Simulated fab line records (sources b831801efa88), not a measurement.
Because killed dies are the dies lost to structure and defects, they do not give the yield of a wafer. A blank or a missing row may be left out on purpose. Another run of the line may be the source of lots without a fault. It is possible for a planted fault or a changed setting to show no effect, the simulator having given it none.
Which tool was responsible? -- flow gf180mcu -- 13 lots, 39 wafers sampled, at 6 steps of a route of 602

WHAT EACH GAUGE READ, for each wafer
GF_NWELL_OVL_MEAS_07.
lot,measured,on,NWELL_OVL (nm)
L115,day 3 10:55,overlay-01,1.7 0.3 -1.3
L116,day 3 13:58,overlay-01,-0.4 -0.9 -1.8
L117,day 3 18:19,overlay-01,-2.1 -2.8 -2.9
L118,day 3 23:58,overlay-01,-2.0 1.7 0.3
L120,day 4 10:34,overlay-01,-0.6 -0.6 0.1
L128,day 6 06:46,overlay-01,-1.4 -1.1 -0.5
L129,day 6 12:55,overlay-01,-1.2 -0.5 2.5
L130,day 6 17:31,overlay-02,0.1 -0.4 1.8
L133,day 7 08:43,overlay-01,-2.7 -1.1 -1.4
L134,day 7 14:49,overlay-02,-1.7 -4.6 -4.2
L135,day 7 21:28,overlay-01,0.8 -2.3 -1.0
L136,day 8 03:28,overlay-02,-2.2 -0.6 -0.8
L138,day 8 12:52,overlay-01,-0.9 -1.2 0.9

GF_LVPWELL_TW_MEAS_11.
lot,measured,on,LVPWELL_TW
L115,day 4 00:50,film_metro-03,550 554 552
L116,day 4 03:48,film_metro-04,559 559 562
L117,day 4 07:55,film_metro-03,555 549 555
L118,day 4 14:25,film_metro-02,227 220 224
L120,day 5 00:52,film_metro-03,554 552 553
L128,day 6 22:21,film_metro-02,560 561 559
L129,day 7 04:27,film_metro-04,562 562 560
L130,day 7 10:16,film_metro-04,561 560 562
L133,day 8 01:22,film_metro-02,557 556 554
L134,day 8 07:38,film_metro-04,562 565 563
L135,day 8 15:17,film_metro-02,560 559 555
L136,day 8 20:50,film_metro-04,564 564 565
L138,day 9 06:51,film_metro-02,559 557 558

GF_VT_IMPLANT_TW_MEAS_10.
lot,measured,on,VT_IMPLANT_TW
L115,day 5 20:14,film_metro-01,562.1 557.1 556.3
L116,day 5 23:34,film_metro-01,557.3 559.5 557.1
L117,day 6 04:43,film_metro-01,559.6 561.9 560.8
L118,day 6 10:52,film_metro-02,565.7 565.5 565.4
L120,day 6 21:17,film_metro-01,560.2 561.7 561.3
L128,day 8 23:35,film_metro-03,560.5 561.7 559.6
L129,day 9 06:33,film_metro-02,561.7 559.1 560.3
L130,day 9 12:25,film_metro-02,559.8 561.0 562.0
L133,day 10 04:43,film_metro-03,558.6 559.9 560.5
L134,day 10 11:47,film_metro-03,565.3 560.8 562.5
L135,day 10 20:44,film_metro-02,560.9 563.0 565.1
L136,day 11 02:09,film_metro-01,563.1 563.6 560.1
L138,day 11 12:09,film_metro-01,560.4 562.9 563.9

WHICH TOOL RAN EACH LOT (tool, then ch and the chambers of the sampled wafers, then the start)
lot,GF_STI_STRIP_15,GF_NWELL_STRIP_10,GF_LVPWELL_STRIP_10
L115,"plasma_asher-01 ch 0,1, day 2 03:26","plasma_asher-03 ch 0,1, day 3 11:14","plasma_asher-03 ch 0,1, day 4 00:44"
L116,"plasma_asher-01 ch 0,1, day 2 08:08","plasma_asher-04 ch 0,1, day 3 14:18","plasma_asher-03 ch 0,1, day 4 03:41"
L117,"plasma_asher-02 ch 0,1, day 2 11:23","plasma_asher-04 ch 0,1, day 3 18:40","plasma_asher-02 ch 0,1, day 4 07:50"
L118,"plasma_asher-02 ch 0,1, day 2 16:47","plasma_asher-02 ch 0,1, day 4 00:18","plasma_asher-03 ch 0,1, day 4 14:19"
L120,"plasma_asher-02 ch 0,1, day 3 03:59","plasma_asher-04 ch 0,1, day 4 10:53","plasma_asher-03 ch 0,1, day 5 00:46"
L128,"plasma_asher-01 ch 0,1, day 4 21:29","plasma_asher-02 ch 0,1, day 6 07:05","plasma_asher-03 ch 0,1, day 6 22:15"
L129,"plasma_asher-02 ch 0,1, day 5 02:08","plasma_asher-02 ch 0, day 6 13:15","plasma_asher-03 ch 0,1, day 7 04:20"
L130,"plasma_asher-02 ch 0,1, day 5 06:32","plasma_asher-02 ch 0,1, day 6 17:50","plasma_asher-01 ch 0,1, day 7 10:09"
L133,"plasma_asher-02 ch 0,1, day 5 22:29","plasma_asher-02 ch 0,1, day 7 09:03","plasma_asher-02 ch 0,1, day 8 01:15"
L134,"plasma_asher-02 ch 0,1, day 6 03:08","plasma_asher-04 ch 0,1, day 7 15:09","plasma_asher-03 ch 0,1, day 8 07:32"
L135,"plasma_asher-01 ch 0,1, day 6 09:14","plasma_asher-02 ch 0,1, day 7 22:55","plasma_asher-03 ch 0, day 8 15:11"
L136,"plasma_asher-04 ch 0,1, day 6 15:35","plasma_asher-02 ch 0,1, day 8 03:48","plasma_asher-02 ch 0,1, day 8 20:44"
L138,"plasma_asher-01 ch 0,1, day 7 00:07","plasma_asher-02 ch 0,1, day 8 13:11","plasma_asher-03 ch 1, day 9 06:44"
- GF_STI_STRIP_15: strips in O2/N2.
- GF_NWELL_STRIP_10: strips in O2/N2.
- GF_LVPWELL_STRIP_10: strips in O2/N2.

AS READ BY THE TOOLS THEMSELVES (means over the sampled wafers that have a number; for cases with no such wafer, the mark the record gives instead)
GF_STI_STRIP_15.
lot,tool,drypump_motor_current_A (A),heater_power_w (W),oes_product_au (a.u.),strip_time_to_endpoint_s (s)
L115,plasma_asher-01,6.1,274,0.388,3.70
L116,plasma_asher-01,6.2,273,0.383,3.77
L117,plasma_asher-02,5.8,356,0.385,3.72
L118,plasma_asher-02,5.9,350,0.384,3.71
L120,plasma_asher-02,5.9,345,0.386,3.78
L128,plasma_asher-01,6.1,283,0.384,3.74
L129,plasma_asher-02,5.9,352,0.390,3.76
L130,plasma_asher-02,5.8,359,0.383,3.76
L133,plasma_asher-02,5.8,345,0.382,3.72
L134,plasma_asher-02,5.9,348,0.384,3.76
L135,plasma_asher-01,6.1,272,0.380,3.71
L136,plasma_asher-04,5.4,346,0.384,3.73
L138,plasma_asher-01,6.2,270,0.386,3.76

GF_NWELL_STRIP_10.
lot,tool,drypump_motor_current_A (A),heater_power_w (W),oes_product_au (a.u.),strip_time_to_endpoint_s (s)
L115,plasma_asher-03,5.1,331,0.720,37.03
L116,plasma_asher-04,5.6,318,0.724,36.88
L117,plasma_asher-04,5.4,352,0.723,36.84
L118,plasma_asher-02,5.9,349,0.959,-
L120,plasma_asher-04,5.4,342,0.723,36.82
L128,plasma_asher-02,5.9,345,0.725,37.06
L129,plasma_asher-02,6.1,348,0.720,36.71
L130,plasma_asher-02,5.8,340,0.722,36.84
L133,plasma_asher-02,5.8,344,0.726,36.89
L134,plasma_asher-04,5.4,349,0.721,36.90
L135,plasma_asher-02,5.8,348,0.722,36.98
L136,plasma_asher-02,5.8,339,0.723,36.94
L138,plasma_asher-02,5.9,348,0.720,36.98

GF_LVPWELL_STRIP_10.
lot,tool,drypump_motor_current_A (A),heater_power_w (W),oes_product_au (a.u.),strip_time_to_endpoint_s (s)
L115,plasma_asher-03,5.1,328,0.718,37.04
L116,plasma_asher-03,5.1,336,0.718,37.00
L117,plasma_asher-02,5.9,351,0.720,37.02
L118,plasma_asher-03,5.2,331,0.725,48.15
L120,plasma_asher-03,5.2,324,0.726,36.99
L128,plasma_asher-03,5.1,331,0.719,36.91
L129,plasma_asher-03,5.2,328,0.724,37.08
L130,plasma_asher-01,6.1,275,0.721,36.96
L133,plasma_asher-02,5.8,339,0.724,36.88
L134,plasma_asher-03,5.2,329,0.724,37.11
L135,plasma_asher-03,4.9,343,0.723,37.12
L136,plasma_asher-02,5.8,348,0.722,37.02
L138,plasma_asher-03,5.4,323,0.721,36.85

THE ANSWER, worked out from the rows above alone
Rule: usual is defined by the lots themselves. Put in order of their means at a reading, lots are off if they are a third of the lots or fewer, leave a main group of 4 or more, and stand apart from it by a gap of 3 or more times the standard deviation of the main group's means; of several such gaps the widest counts. Not used: any main group whose means are identical at the precision the tables above print for the reading. Also off: a lot with no number at a reading for which 4 or more lots have one. Where the step has rows for the other lots, those lots are counted as sound. Order of review: gauges by route order, followed by the tools' own readings, for which a lot's mean as printed above is used. At the first step where some lot is off, the reading lying furthest off is the one used; lots without a number count as furthest.
Off: at GF_LVPWELL_TW_MEAS_11 (LVPWELL_TW), L118. Mean 558 and standard deviation 3.9 in the main group.
A tool fits if, at a process step before that reading, it ran every lot that is off, and no sound lot after the first of them. The gauges at GF_LVPWELL_TW_MEAS_11 aren't tried: what is off there is off at GF_NWELL_STRIP_10 too, on other tools, and a gauge's error can't cause that. None of those tried fits.

WHAT HAD BEEN PUT IN BY THE SIMULATOR
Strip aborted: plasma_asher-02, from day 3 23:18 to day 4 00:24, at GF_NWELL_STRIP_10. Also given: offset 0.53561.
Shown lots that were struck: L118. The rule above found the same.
